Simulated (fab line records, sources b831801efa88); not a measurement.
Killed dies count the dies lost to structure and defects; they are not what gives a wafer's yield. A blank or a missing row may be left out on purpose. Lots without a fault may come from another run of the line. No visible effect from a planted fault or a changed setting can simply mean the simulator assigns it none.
fab line records	flow sfq-line
record: lots: 6	wafers: 18	last-day: 84
route steps=325 shown I6@274 M7@281
lots that met no fault: taken from a fault-free run of the same line
start-h: hours from the record's first day to the start of the lot's first wafer shown	wait-h: hours elapsed since this lot's preceding step	" identical to the entry in the row above	L1.1+2: a row that stands for several wafers	- either no value or no given start	* or withheld: withheld	< > ~ a bound
route shown NAME@n: names a module that has steps shown in the file, with the first one's number in the route	usual: the fault-free wafers' mean and standard deviation	same: alike in all rows	chamber/n: place in a boat	sites: readings site by site	_std_site: their standard deviation	_edge_site: inner sites' mean taken away from outer sites' mean	radius-mm: how far each site lies from the wafer's centre	mask NAME#n: copy n	behind: the tool/chamber that last shaped the wafer	hold: cause of the lot's hold/its duration in hours/its outcome	device: which transistor (n, p or np) failed to switch	end of line: the same wafers' tests at the end of the route	a step without rows: its recipe alone	killed: count of dies lost to structure and defects at first sort (not the wafer's yield)	map: shows each die of a wafer: x if killed, . if not, _ if none is there
set.NAME: the setting as run; set.NAME@STEP: as run at that earlier step	model.NAME: the simulator's own value behind a step, which no gauge read
a table for each step, a row for each wafer; lots at some steps of the route
services: a tool's chamber out of use, with start hour (start-h, from the record's first day; less than 0 if before it), hours out, and reason
== steps ==
step: SFQ_TRILAYER_I6_VIA_LITHO_PEB_172
recipe: peb-temp-c: 115	peb-time-s: 60	resist: KrF
step: SFQ_TRILAYER_I6_VIA_LITHO_DEVELOP_171
recipe: time-s: 60	resist: KrF
step: SFQ_I6_OVL_MEAS_942
usual: I6_OVL: 0/6.8
lot.wafer	tool	chamber	start-h	wait-h	I6_OVL[nm]
L946.1	overlay-01	-	1685.61	0.1	0
L946.2	"	-	"	"	-13
L946.4	"	-	"	"	-11
L954.1	overlay-01	-	1761.71	0.1	-7
L954.2	"	-	"	"	-4
L954.6	"	-	"	"	-6
L958.1	overlay-02	-	1793.06	0.1	4
L958.3	"	-	"	"	4
L958.4	"	-	"	"	-1
L959.2	overlay-02	-	1795.45	0.1	10
L959.3	"	-	"	"	2
L959.5	"	-	"	"	0
L964.1	overlay-01	-	1818.24	0.1	-9
L964.4	"	-	"	"	-1
L964.5	"	-	"	"	-13
L965.4	overlay-01	-	1820.66	0.1	-9
L965.5	"	-	"	"	-8
L965.6	"	-	"	"	-12
step: SFQ_TRILAYER_I6_VIA_BARC_OPEN_VIA_ETCH_235
recipe: mask-material: PR	chemistry: O2	target-depth-nm: 125	target: BARC	source-w: 500	bias-w: 80	pressure-mtorr: 30	time-s: 41.7
usual: drypump-motor-current-A: 5.7/0.4	oes-product-au: 0.691/0.0044	rf-fwd-power-W: 495.1/1.8
lot.wafer	tool	chamber	start-h	wait-h	drypump-motor-current-A	oes-product-au	rf-fwd-power-W	rf-hours-counter-h
L946.1	rie-diel-03	0	1685.65	0.0	5.8	0.688	493.1	1
L946.2	"	1	"	"	6.0	0.698	495.6	15
L946.4	"	3	"	"	5.9	0.691	495.8	13
L954.1	rie-diel-04	2	1761.75	0.0	5.0	0.687	495.2	4
L954.2	"	0	"	"	6.0	0.693	493.8	7
L954.6	"	0	"	"	6.0	0.687	495.7	-
L958.1	rie-diel-03	2	1793.10	0.0	5.7	0.684	494.9	15
L958.3	"	1	"	"	6.0	0.682	495.4	17
L958.4	"	3	"	"	5.9	0.689	497.0	15
L959.2	rie-diel-01	3	1795.48	0.0	5.1	0.691	496.7	17
L959.3	"	0	"	"	5.7	0.696	493.5	19
L959.5	"	1	"	"	5.1	0.692	492.3	-
L964.1	rie-diel-03	1	1818.28	0.0	6.0	0.689	498.1	17
L964.4	"	2	"	"	5.7	0.689	493.9	16
L964.5	"	1	"	"	5.9	0.686	498.6	-
L965.4	rie-diel-01	1	1820.68	0.0	5.1	0.692	496.5	21
L965.5	"	0	"	"	5.8	0.694	493.5	-
L965.6	"	3	"	"	5.1	0.686	497.4	-
step: SFQ_TRILAYER_I6_VIA_ETCH_VIA_ETCH_172
recipe: target: SiO2	stop-on: Nb	mask-material: PR	taper-deg: 20	chemistry: CHF3	target-depth-nm: 260	source-w: 500	bias-w: 80	pressure-mtorr: 30	time-s: withheld
usual: drypump-motor-current-A: 5.7/0.4	oes-product-au: 0.854/0.0049	rf-fwd-power-W: 498.2/1.5
lot.wafer	tool	chamber	start-h	wait-h	drypump-motor-current-A	oes-product-au	rf-fwd-power-W
L946.1	rie-diel-03	0	1685.69	0.0	5.8	0.853	493.3
L946.2	"	1	"	"	6.0	0.853	496.9
L946.4	"	3	"	"	5.9	0.846	499.6
L954.1	rie-diel-04	2	1761.79	0.0	5.1	0.860	498.5
L954.2	"	0	"	"	6.1	0.855	495.9
L954.6	"	0	"	"	6.0	0.858	497.1
L958.1	rie-diel-03	2	1793.14	0.0	5.7	0.851	499.4
L958.3	"	1	"	"	6.0	0.846	500.8
L958.4	"	3	"	"	5.9	0.844	499.5
L959.2	rie-diel-01	3	1795.52	0.0	5.1	0.843	500.0
L959.3	"	0	"	"	5.8	0.851	498.5
L959.5	"	1	"	"	5.1	0.846	496.3
L964.1	rie-diel-03	1	1818.32	0.0	6.0	0.859	498.3
L964.4	"	2	"	"	5.7	0.855	498.6
L964.5	"	1	"	"	6.0	0.852	501.5
L965.4	rie-diel-01	1	1820.72	0.0	5.1	0.854	498.9
L965.5	"	0	"	"	5.8	0.860	496.6
L965.6	"	3	"	"	5.1	0.860	497.4
step: SFQ_TRILAYER_I6_VIA_STRIP_STRIP_173
recipe: gas: O2	power-w: 200	platen-temp-c: 40	overash-fraction: 0.65	chemistry: O2	pressure-mtorr: 50
usual: drypump-motor-current-A: 6.0/0.41	he-backside-leak-sccm: 3.4/0.41	oes-product-au: 0.996/0.009
lot.wafer	tool	chamber	start-h	wait-h	drypump-motor-current-A	he-backside-leak-sccm	oes-product-au	rf-hours-counter-h
L946.1	rie-metal-02	0	1685.80	-	6.7	3.1	0.998	52
L946.2	"	1	"	"	5.4	3.3	0.978	47
L946.4	"	1	"	"	5.4	3.2	0.981	-
L954.1	rie-metal-01	1	1761.90	-	6.1	3.9	0.999	129
L954.2	"	0	"	"	5.9	3.3	1.017	69
L954.6	"	0	"	"	6.0	3.2	1.017	-
L958.1	rie-metal-01	0	1793.25	-	5.9	3.3	1.007	73
L958.3	"	0	"	"	5.9	3.4	0.998	-
L958.4	"	0	"	"	5.9	3.2	1.003	-
L959.2	rie-metal-02	1	1795.63	-	5.4	3.3	0.990	60
L959.3	"	0	"	"	6.7	3.4	1.006	-
L959.5	"	0	"	"	6.7	3.0	1.002	-
L964.1	rie-metal-02	0	1818.43	-	6.6	3.2	1.011	67
L964.4	"	1	"	"	5.4	3.3	0.991	-
L964.5	"	1	"	"	5.4	3.3	1.002	-
L965.4	rie-metal-01	1	1821.03	-	6.2	2.9	0.982	-
L965.5	"	1	"	"	6.2	2.9	0.975	-
L965.6	"	0	"	"	5.9	3.2	0.989	-
step: SFQ_TRILAYER_I6_VIA_STRIP_SOLV_CLEAN_174
recipe: chemistry: NMP	temp-c: 70	time-s: 600
step: SFQ_TRILAYER_M7_DEP_PRE_CLEAN_176
recipe: gas: Ar	time-s: 22.5	bias-v: 250
step: SFQ_TRILAYER_M7_DEP_SPUTTER_175
recipe: material: Nb	base-pressure-pa: 1.33e-06	chamber-pressure-pa: 0.1333	substrate-temp-c: 20	target-thk-nm: 200	power-w: 2000	time-s: 133.3
step: SFQ_M7_RS_MEAS_943
recipe: thk-meas-gauge: four-point-probe	reads: Nb_of_TRILAYER_M7_DEP_SPUTTER_175
usual: M7_NB_RS: 0.888/0.0097
lot.wafer	tool	chamber	start-h	wait-h	M7_NB_RS[ohm/sq]
L946.1	film-metro-02	-	1686.70	0.0	0.886
L946.2	"	-	"	"	0.883
L946.4	"	-	"	"	0.890
L954.1	film-metro-04	-	1763.00	0.0	0.900
L954.2	"	-	"	"	0.898
L954.6	"	-	"	"	0.891
L958.1	film-metro-02	-	1794.75	0.0	0.871
L958.3	"	-	"	"	0.883
L958.4	"	-	"	"	0.882
L959.2	film-metro-01	-	1796.54	0.1	0.858
L959.3	"	-	"	"	0.878
L959.5	"	-	"	"	0.879
L964.1	film-metro-01	-	1819.32	0.0	0.896
L964.4	"	-	"	"	0.892
L964.5	"	-	"	"	0.899
L965.4	film-metro-04	-	1821.80	0.1	0.892
L965.5	"	-	"	"	0.893
L965.6	"	-	"	"	0.896
step: SFQ_TRILAYER_M7_LITHO_COAT_182
recipe: resist: BARC	spin-rpm: 3000	resist-thk-nm: 62
step: SFQ_TRILAYER_M7_LITHO_COAT_177
recipe: resist: KrF	spin-rpm: 3000	resist-thk-nm: 600
usual: spin-speed-rpm: 2999.9/1.9
lot.wafer	tool	chamber	start-h	wait-h	spin-speed-rpm	model.KrF_of_TRILAYER_M7_LITHO_COAT_177.thk-nm
L946.1	litho-track-01	0	1687.18	0.2	3002.8	598.2
L946.2	"	0	"	"	3001.9	598
L946.4	"	0	"	"	3000.2	597.5
L954.1	litho-track-03	0	1763.48	0.2	3001.2	601.9
L954.2	"	0	"	"	3005.2	601.6
L954.6	"	0	"	"	3003.9	602.6
L958.1	litho-track-03	0	1795.23	0.2	2788.9	622.5
L958.3	"	0	"	"	2789.9	623.3
L958.4	"	0	"	"	2790.6	624.8
L959.2	litho-track-03	0	1797.05	0.2	2791.4	622.1
L959.3	"	0	"	"	2790.1	621.3
L959.5	"	0	"	"	2789.1	620.7
L964.1	litho-track-02	0	1819.80	0.2	2997.3	602.5
L964.4	"	0	"	"	3000.2	601.4
L964.5	"	0	"	"	2998.1	600.3
L965.4	litho-track-02	0	1822.37	0.2	2996.8	603.2
L965.5	"	0	"	"	2998.4	604
L965.6	"	0	"	"	3000.1	602.8
step: SFQ_TRILAYER_M7_LITHO_SOFTBAKE_181
recipe: temp-c: withheld	time-s: withheld	resist: KrF
step: SFQ_TRILAYER_M7_LITHO_EXPOSE_178
recipe: mask-id: M7	na: 0.6	source-shape: conventional	sigma-outer: 0.65	target-cd-nm: 500	dose-mj: 14.4
step: SFQ_TRILAYER_M7_LITHO_PEB_180
recipe: peb-temp-c: 115	peb-time-s: 60	resist: KrF
step: SFQ_TRILAYER_M7_LITHO_DEVELOP_179
recipe: time-s: 60	resist: KrF
step: SFQ_M7_OVL_MEAS_945
usual: M7_OVL: 0/5.6
lot.wafer	tool	chamber	start-h	wait-h	M7_OVL[nm]
L946.1	overlay-02	-	1760.51	0.1	8
L946.2	"	-	"	"	-4
L946.4	"	-	"	"	-2
L954.1	overlay-01	-	1865.03	0.1	0
L954.2	"	-	"	"	10
L954.6	"	-	"	"	8
L958.1	overlay-01	-	1899.83	0.1	2
L958.3	"	-	"	"	2
L958.4	"	-	"	"	9
L959.2	overlay-02	-	1903.43	0.1	1
L959.3	"	-	"	"	5
L959.5	"	-	"	"	-1
L964.1	overlay-01	-	1922.75	0.1	-5
L964.4	"	-	"	"	-8
L964.5	"	-	"	"	-13
L965.4	overlay-01	-	1925.17	0.1	4
L965.5	"	-	"	"	1
L965.6	"	-	"	"	-1
step: SFQ_TRILAYER_M7_BARC_OPEN_METAL_ETCH_229
recipe: mask-material: PR	chemistry: O2	target-depth-nm: 125	target: BARC	icp-w: 577.1	bias-w: 80	pressure-mtorr: 10	time-s: 41.7
usual: drypump-motor-current-A: 5.9/0.46	he-backside-leak-sccm: 3.3/0.34	oes-product-au: 0.686/0.0048	rf-fwd-power-W: 569/3
lot.wafer	tool	chamber	start-h	wait-h	drypump-motor-current-A	he-backside-leak-sccm	oes-product-au	rf-fwd-power-W	rf-hours-counter-h
L946.1	rie-metal-03	0	1760.55	0.0	5.1	3.4	0.690	567	125
L946.2	"	1	"	"	6.0	3.4	0.683	572	98
L946.4	"	1	"	"	6.0	3.2	0.690	574	-
L954.1	rie-metal-01	0	1865.06	0.0	6.0	3.2	0.684	573	82
L954.2	"	1	"	"	6.2	3.1	0.690	568	6
L954.6	"	0	"	"	5.9	3.4	0.685	571	-
L958.1	rie-metal-02	0	1899.86	0.0	6.7	3.6	0.682	566	77
L958.3	"	1	"	"	5.4	3.3	0.684	568	-
L958.4	"	0	"	"	6.7	3.2	0.685	567	-
L959.2	rie-metal-01	0	1903.46	0.0	6.0	3.5	0.687	573	87
L959.3	"	1	"	"	6.2	3.1	0.688	568	-
L959.5	"	1	"	"	6.2	3.2	0.679	570	-
L964.1	rie-metal-01	1	1922.79	0.0	6.2	3.0	0.685	569	13
L964.4	"	0	"	"	5.9	3.1	0.687	575	-
L964.5	"	0	"	"	5.9	5.4	0.691	576	-
L965.4	rie-metal-03	0	1925.21	0.0	5.1	3.3	0.689	566	-
L965.5	"	1	"	"	6.0	3.4	0.683	574	-
L965.6	"	0	"	"	5.1	3.3	0.682	567	-
step: SFQ_TRILAYER_M7_ETCH_METAL_ETCH_180
recipe: target: Nb	stop-on: SiO2	mask-material: PR	chemistry: Cl2/Ar	target-depth-nm: 240	icp-w: 600	bias-w: 80	pressure-mtorr: 10	time-s: 120
usual: drypump-motor-current-A: 5.9/0.46	he-backside-leak-sccm: 3.31/0.21	oes-product-au: 0.895/0.0082	rf-fwd-power-W: 595.9/2
lot.wafer	tool	chamber	start-h	wait-h	drypump-motor-current-A	he-backside-leak-sccm	oes-product-au	rf-fwd-power-W	rf-hours-counter-h	model.KrF_of_TRILAYER_M7_LITHO_COAT_177.thk-nm
L946.1	rie-metal-03	0	1760.61	0.0	5.2	3.40	0.894	595.2	125	378.3
L946.2	"	1	"	"	5.9	3.60	0.895	595.4	98	381.1
L946.4	"	1	"	"	6.0	3.47	0.898	595.0	-	381.4
L954.1	rie-metal-01	0	1865.12	0.0	5.9	3.40	0.901	596.4	82	387.3
L954.2	"	1	"	"	6.2	3.08	0.894	594.2	6	389.8
L954.6	"	0	"	"	6.0	3.24	0.889	594.8	-	386.7
L958.1	rie-metal-02	0	1899.92	0.0	6.7	3.15	0.915	597.7	77	406.7
L958.3	"	1	"	"	5.4	3.45	0.902	595.3	-	411.9
L958.4	"	0	"	"	6.7	3.00	0.903	594.2	-	406.9
L959.2	rie-metal-01	0	1903.52	0.0	5.9	3.35	0.922	598.0	87	408.9
L959.3	"	1	"	"	6.2	3.25	0.904	595.7	-	406.1
L959.5	"	1	"	"	6.2	3.18	0.901	596.2	-	404.9
L964.1	rie-metal-01	1	1922.85	0.0	6.1	2.87	0.885	592.7	13	389.8
L964.4	"	0	"	"	5.9	3.52	0.892	598.4	-	388
L964.5	"	0	"	"	5.9	3.29	0.893	598.6	-	387.4
L965.4	rie-metal-03	0	1925.29	0.1	5.2	3.28	0.889	593.4	-	383.6
L965.5	"	1	"	"	5.9	3.53	0.887	599.4	-	386.8
L965.6	"	0	"	"	5.1	3.30	0.897	592.3	-	385.6
step: SFQ_TRILAYER_M7_STRIP_STRIP_181
recipe: gas: O2	power-w: 200	platen-temp-c: 40	overash-fraction: 0.65	chemistry: O2	pressure-mtorr: 50
usual: drypump-motor-current-A: 5.9/0.46	he-backside-leak-sccm: 3.30/0.21	oes-product-au: 0.997/0.0084
lot.wafer	tool	chamber	start-h	wait-h	drypump-motor-current-A	he-backside-leak-sccm	oes-product-au	rf-hours-counter-h
L946.1	rie-metal-03	0	1760.74	0.1	5.2	3.39	1.007	125
L946.2	"	1	"	"	6.0	3.59	1.013	99
L946.4	"	1	"	"	6.0	3.43	1.008	-
L954.1	rie-metal-01	0	1865.25	0.1	5.9	3.25	0.990	82
L954.2	"	1	"	"	6.1	3.09	0.990	6
L954.6	"	0	"	"	5.9	3.18	0.993	-
L958.1	rie-metal-02	0	1900.05	0.1	6.7	3.05	1.015	77
L958.3	"	1	"	"	5.4	3.27	0.997	-
L958.4	"	0	"	"	6.7	3.38	1.010	-
L959.2	rie-metal-01	0	1903.65	0.1	5.9	3.53	0.996	87
L959.3	"	1	"	"	6.2	3.16	1.005	-
L959.5	"	1	"	"	6.2	3.17	0.996	-
L964.1	rie-metal-01	1	1922.97	0.1	6.2	2.92	0.991	13
L964.4	"	0	"	"	5.9	3.45	0.994	-
L964.5	"	0	"	"	5.9	3.32	0.990	-
L965.4	rie-metal-03	0	1925.57	0.2	5.2	3.26	1.006	-
L965.5	"	1	"	"	6.0	3.73	1.005	-
L965.6	"	0	"	"	5.1	3.28	1.002	-
== services ==
tool	chamber	start-h	hours	kind
rie-diel-04	2	1664.78	17.6	repair
rie-diel-01	-	1671.37	1.3	repair
rie-metal-03	0	1671.49	21.4	repair
rie-diel-01	2	1690.87	1.4	repair
rie-metal-03	0	1703.34	18.9	repair
rie-diel-01	2	1744.61	7.9	repair
rie-diel-01	3	1752.91	2.7	repair
rie-diel-04	1	1769.07	3.3	repair
rie-diel-03	2	1783.03	3.3	repair
rie-diel-04	2	1784.22	23.4	repair
rie-metal-01	1	1785.09	-	clean
rie-metal-01	1	1785.09	-	consumable-replace:esc
rie-metal-01	1	1785.09	-	consumable-replace:focus-ring
rie-metal-01	1	1785.09	21.9	scheduled-down
rie-metal-01	1	1785.09	21.9	vent-cycle
rie-diel-04	-	1786.57	2.8	pm
rie-diel-01	3	1815.16	1.3	repair
rie-diel-01	1	1823.23	7.5	repair
rie-diel-01	0	1833.46	9.9	repair
rie-diel-04	1	1853.17	5.0	repair
rie-diel-03	3	1856.29	12.8	repair
rie-diel-03	1	1870.30	2.6	repair
rie-diel-03	2	1885.53	1.4	repair
rie-diel-04	-	1918.04	0.2	repair
== key ==
first-sign: step: SFQ_TRILAYER_M7_LITHO_COAT_177	reading: spin-speed-rpm	direction: down	sigmas: 99+	usual: 2999.9	struck: 2790.0
effect none on later readings
model-effect: step: SFQ_TRILAYER_M7_LITHO_COAT_177	value: KrF_of_TRILAYER_M7_LITHO_COAT_177.thk-nm	without: 600.3	struck: 622.5
model-effect: step: SFQ_TRILAYER_M7_ETCH_METAL_ETCH_180	value: KrF_of_TRILAYER_M7_LITHO_COAT_177.thk-nm	without: 385.4	struck: 407.6
met-at SFQ_TRILAYER_M7_LITHO_COAT_177
struck-wafers L958.1,L958.3,L958.4,L959.2,L959.3,L959.5
onset-between 1763.48 1795.23
fault: kind: process-parameter-drift	tool: litho-track-03	chamber: -	onset-h: 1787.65	steps: SFQ_TRILAYER_M7_LITHO_COAT_177	channel: spin-rpm	offset: -209.79	shape: step	end-h: 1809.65	acts-in: these-recipes-only	stated: 3000
